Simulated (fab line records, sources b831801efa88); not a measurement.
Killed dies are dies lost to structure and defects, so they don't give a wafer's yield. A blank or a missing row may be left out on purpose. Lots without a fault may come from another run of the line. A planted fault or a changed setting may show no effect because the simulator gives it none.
Problem report in the 8D (eight disciplines) form, filled by code | flow sky130 | the parts of the form that need people (team, actions taken, sign-off) are left out

1. THE PROBLEM
strip_time_to_endpoint_s at SKY_PASSIVATION_STRIP_12 reads a mean of 36.93 s on 9 wafers of 3 lots; wafers without a fault read 31.53 s with a standard deviation of 0.13. That is +42 standard deviations from the usual mean.
The step: strips in O2/N2.
First seen on wafer L756.2, day 48 07:24, on plasma_asher-04. The record holds 45 wafers of 15 lots with a number at this step. Rule for "out", or "out of limits": more than 4 standard deviations from the usual mean. The other wafers with a number count as sound.

2. WHAT IT IS AND WHAT IT IS NOT
question                    | is                               | is not
which readings at this step | strip_time_to_endpoint_s         | drypump_motor_current_A
which lots                  | L756, L758, L759                 | L742, L744, L746, L747, L748, L749, L750, L751, L762, L763, L764, L765
which wafers of those lots  | all that have a number           | -
read on which tools         | plasma_asher-02, plasma_asher-04 | plasma_asher-01
when                        | from day 48 07:24                | up to then (24 sound wafers); but 12 sound wafers of L762, L763, L764, L765 came after

3. SUSPECTS, AND WHAT RULES EACH OUT
Counting: a tool at a process step up to the reading stays a suspect if it ran every lot that is out and no sound lot after the first of them.
- rie_diel-02 at SKY_PASSIVATION_ETCH_11 (etches the open film in CF4/O2, stops on AlCu, target depth 725 nm, time 161.1 s): ruled out as a lasting fault. Sound lots L763 ran on it after its first lot that is out, L756 (day 48 07:17).
Left after counting: nothing in the record.

4. THE CAUSE (what the simulator had put in)
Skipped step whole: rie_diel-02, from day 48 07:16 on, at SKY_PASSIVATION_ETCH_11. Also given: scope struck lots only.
Counting ruled it out, wrongly: the rule takes a fault to strike every lot that its tool runs from its start on, and this one did not.

5. THE CHAIN OF EFFECTS, in route order
Each row: a reading whose mean over the struck wafers that have a number lies more than 3 standard deviations from the usual. Only readings for which the record gives a usual standard deviation are gone through. hours: the time from each lot's start at the first step in this table that gives one to its start at this step, as a median over the lots. sigmas: the change in usual standard deviations.
hours | step                     | reading                  | usual   | on struck wafers | change | sigmas
0     | SKY_PASSIVATION_STRIP_12 | strip_time_to_endpoint_s | 31.53 s | 36.93            | +5.40  | +42
The process steps in it:
- SKY_PASSIVATION_STRIP_12: strips in O2/N2.
Readings that are blank on the struck wafers while sound wafers have them: O2_flow_sccm at SKY_PASSIVATION_ETCH_11; bias_w at SKY_PASSIVATION_ETCH_11; drypump_motor_current_A at SKY_PASSIVATION_ETCH_11; oes_product_au at SKY_PASSIVATION_ETCH_11; throttle_valve_pct at SKY_PASSIVATION_ETCH_11.

6. WHAT WOULD HAVE CAUGHT IT SOONER
In this record the first reading out of limits was taken at day 48 07:24, 0 hours after the fault began at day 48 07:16.
At SKY_PASSIVATION_ETCH_11 the tool's readings are blank on the struck wafers, where sound wafers have them: an empty tool record is the first sign, and it was there at once.
